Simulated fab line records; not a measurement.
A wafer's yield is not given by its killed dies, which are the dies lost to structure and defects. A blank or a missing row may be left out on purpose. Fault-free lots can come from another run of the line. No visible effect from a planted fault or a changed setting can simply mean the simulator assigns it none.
Split-lot study :: flow sky130 :: on a route of 708 steps: 5 lots, 23 wafers read

== ABOUT THE SPLIT ==
At SKY_LDD_N_IMPLANT_13, the setting energyKev was moved away from the recipe's 50 on 11 of the 23 wafers read, by -3.8% to +4.7%. The other wafers ran this setting at the recipe's value.

The split's own step is where the reading is taken.

== THE READING ==
implant.drpNm (the simulator's own value, which no gauge read), in nm, at SKY_LDD_N_IMPLANT_13. The file does not state a usual value for it.

wafer: L074.1
tool, chamber at the split: implanter-02, 0
energyKev as run: 50
against the recipe: recipe
implant.drpNm, nm: 18.83
against lot-mates on the recipe: -

wafer: L074.4
tool, chamber at the split: implanter-02, 0
energyKev as run: 50
against the recipe: recipe
implant.drpNm, nm: 18.83
against lot-mates on the recipe: -

wafer: L074.2
tool, chamber at the split: implanter-02, 0
energyKev as run: 52.06
against the recipe: +4.1%
implant.drpNm, nm: 19.4
against lot-mates on the recipe: +0.57

wafer: L074.5
tool, chamber at the split: implanter-02, 0
energyKev as run: 52.06
against the recipe: +4.1%
implant.drpNm, nm: 19.4
against lot-mates on the recipe: +0.57

wafer: L074.6
tool, chamber at the split: implanter-02, 0
energyKev as run: 52.06
against the recipe: +4.1%
implant.drpNm, nm: 19.4
against lot-mates on the recipe: +0.57

wafer: L078.1
tool, chamber at the split: implanter-03, 0
energyKev as run: 50
against the recipe: recipe
implant.drpNm, nm: 18.83
against lot-mates on the recipe: -

wafer: L078.6
tool, chamber at the split: implanter-03, 0
energyKev as run: 50
against the recipe: recipe
implant.drpNm, nm: 18.83
against lot-mates on the recipe: -

wafer: L078.2
tool, chamber at the split: implanter-03, 0
energyKev as run: 51.47
against the recipe: +2.9%
implant.drpNm, nm: 19.24
against lot-mates on the recipe: +0.41

wafer: L078.3
tool, chamber at the split: implanter-03, 0
energyKev as run: 51.47
against the recipe: +2.9%
implant.drpNm, nm: 19.24
against lot-mates on the recipe: +0.41

wafer: L078.5
tool, chamber at the split: implanter-03, 0
energyKev as run: 51.47
against the recipe: +2.9%
implant.drpNm, nm: 19.24
against lot-mates on the recipe: +0.41

wafer: L080.1
tool, chamber at the split: implanter-03, 0
energyKev as run: 50
against the recipe: recipe
implant.drpNm, nm: 18.83
against lot-mates on the recipe: -

wafer: L080.3
tool, chamber at the split: implanter-03, 0
energyKev as run: 50
against the recipe: recipe
implant.drpNm, nm: 18.83
against lot-mates on the recipe: -

wafer: L080.6
tool, chamber at the split: implanter-03, 0
energyKev as run: 50
against the recipe: recipe
implant.drpNm, nm: 18.83
against lot-mates on the recipe: -

wafer: L082.1
tool, chamber at the split: implanter-03, 0
energyKev as run: 50
against the recipe: recipe
implant.drpNm, nm: 18.83
against lot-mates on the recipe: -

wafer: L082.5
tool, chamber at the split: implanter-03, 0
energyKev as run: 50
against the recipe: recipe
implant.drpNm, nm: 18.83
against lot-mates on the recipe: -

wafer: L082.6
tool, chamber at the split: implanter-03, 0
energyKev as run: 50
against the recipe: recipe
implant.drpNm, nm: 18.83
against lot-mates on the recipe: -

wafer: L082.3
tool, chamber at the split: implanter-03, 0
energyKev as run: 48.1
against the recipe: -3.8%
implant.drpNm, nm: 18.31
against lot-mates on the recipe: -0.52

wafer: L082.4
tool, chamber at the split: implanter-03, 0
energyKev as run: 48.1
against the recipe: -3.8%
implant.drpNm, nm: 18.31
against lot-mates on the recipe: -0.52

wafer: L085.1
tool, chamber at the split: implanter-01, 0
energyKev as run: 52.36
against the recipe: +4.7%
implant.drpNm, nm: 19.48
against lot-mates on the recipe: +0.65

wafer: L085.4
tool, chamber at the split: implanter-01, 0
energyKev as run: 52.36
against the recipe: +4.7%
implant.drpNm, nm: 19.48
against lot-mates on the recipe: +0.65

wafer: L085.6
tool, chamber at the split: implanter-01, 0
energyKev as run: 52.36
against the recipe: +4.7%
implant.drpNm, nm: 19.48
against lot-mates on the recipe: +0.65

wafer: L085.2
tool, chamber at the split: implanter-01, 0
energyKev as run: 50
against the recipe: recipe
implant.drpNm, nm: 18.83
against lot-mates on the recipe: -

wafer: L085.5
tool, chamber at the split: implanter-01, 0
energyKev as run: 50
against the recipe: recipe
implant.drpNm, nm: 18.83
against lot-mates on the recipe: -

THE FIT
A straight line over all 23 wafers: implant.drpNm changes by +0.138 nm for each +1% of energyKev; r = +1.00; the points scatter about the line by 0.002 nm.
The same after taking each lot's own level away (the mean of its wafers on the recipe; 23 wafers): +0.138 nm for each +1%; r = +1.00; scatter 0.002 nm.
On that fit, the largest move of energyKev shifts the reading by 0.65 nm.
The lots' own levels span 18.830 to 18.830 nm.
Hence the lot-to-lot level has little effect on the slope; both slopes agree.
Check: +0.652 nm against its lot-mates is what the line predicts for one of the wafers moved furthest among these (+4.7%) when that wafer is left out of the fit. It came out at +0.65 nm against them.

== ADDITIONAL SPLITS CARRIED BY THESE WAFERS ==
Note: prior to the reading, these wafers also went through further splits. Each is held against what the fit with the lots' levels taken away leaves over:
other split on the same wafers: SKY_GATE_OXIDE_OXIDATION_01 tempC
wafers away from the commonest value: 15
r with implant.drpNm (lot level and that fit taken away): +0.23

other split on the same wafers: SKY_GATE_OXIDE_COAT_05 spinRpm
wafers away from the commonest value: 6
r with implant.drpNm (lot level and that fit taken away): +0.27

other split on the same wafers: SKY_GATE_OXIDE_IMPLANT_11 doseCm2
wafers away from the commonest value: 4
r with implant.drpNm (lot level and that fit taken away): -0.43

other split on the same wafers: SKY_POLY_GATE_CVD_03 pressureMtorr
wafers away from the commonest value: 15
r with implant.drpNm (lot level and that fit taken away): +0.50

other split on the same wafers: SKY_POLY_GATE_ETCH_15 sourceW
wafers away from the commonest value: 11
r with implant.drpNm (lot level and that fit taken away): -0.08

== THE WHOLE CHAIN: every reading that the file lists as answering this split, in the file's order ==
step: SKY_LDD_N_IMPLANT_13
what it does: 
reading: implant.rpNm (the simulator's own value, which no gauge read)
change (the file's fit): +0.324 nm for each +1% of the setting
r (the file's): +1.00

step: SKY_LDD_N_IMPLANT_13
what it does: 
reading: implant.drpNm (the simulator's own value, which no gauge read)
change (the file's fit): +0.138 nm for each +1% of the setting
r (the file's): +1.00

== THE FILE'S OWN FIT ==
implant.drpNm changes by +0.138 nm for each +1% of energyKev, r = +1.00.
